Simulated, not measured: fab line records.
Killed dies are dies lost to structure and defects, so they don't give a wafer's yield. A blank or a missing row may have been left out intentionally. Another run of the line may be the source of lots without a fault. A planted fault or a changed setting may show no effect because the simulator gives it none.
A single fault, viewed from 2 desks ; flow sfq line ; only its own numbers are on each desk; what lay behind them is given at the end

## TOOL OWNER'S DESK, rie metal-04
The tool's own readings at SFQ_TRILAYER_M4_ETCH_METAL_ETCH_096 (etches Nb in Cl2/Ar, stops on SiO2, target depth 240 nm, time 120 s): means of the sampled wafers that have a number, for each lot that ran on this tool. Any lot whose mean is over 4 standard deviations away from the usual mean is out of limits and marked OUT; that distance is given in the brackets.
Columns: A = drypump motor current A at SFQ_TRILAYER_M4_ETCH_METAL_ETCH_096, usual 5.6 A; B = oes product au at SFQ_TRILAYER_M4_ETCH_METAL_ETCH_096, usual 0.893 a.u.
lot;first seen here;A;B
L487;day 46 06:59;5.9;0.890
L492;day 47 15:23;5.6;0.897
L495;day 48 21:12;5.8;0.899
L496;day 49 06:56;6.2;0.888
L497;day 49 09:20;5.8;0.904
This desk found nothing out of limits on any of the 5 lots.

## METROLOGY DESK
What the gauges read for every lot (on any tool): the sampled wafers with a number, averaged. Any lot whose mean is over 4 standard deviations away from the usual mean is out of limits and marked OUT; that distance is given in the brackets.
Columns: A = M4_NB_RS at SFQ_M4_RS_MEAS_924, usual 0.892 ohm/sq; B = M4_OVL at SFQ_M4_OVL_MEAS_926, usual 3 nm
lot;first seen here;A;B
L487;day 40 02:38;0.889;4
L489;day 40 17:38;0.890;8
L492;day 41 22:37;0.891;6
L495;day 42 21:48;0.894;1
L496;day 43 08:00;0.896;7
L497;day 43 10:31;0.882;-3
L502;day 44 18:55;0.889;3
This desk found nothing out of limits on any of the 7 lots.

## TAKEN TOGETHER
Nothing out of limits was seen by the tool owner's desk.
At the metrology desk, nothing out of limits was observed.

## WHAT HAD BEEN PUT IN BY THE SIMULATOR
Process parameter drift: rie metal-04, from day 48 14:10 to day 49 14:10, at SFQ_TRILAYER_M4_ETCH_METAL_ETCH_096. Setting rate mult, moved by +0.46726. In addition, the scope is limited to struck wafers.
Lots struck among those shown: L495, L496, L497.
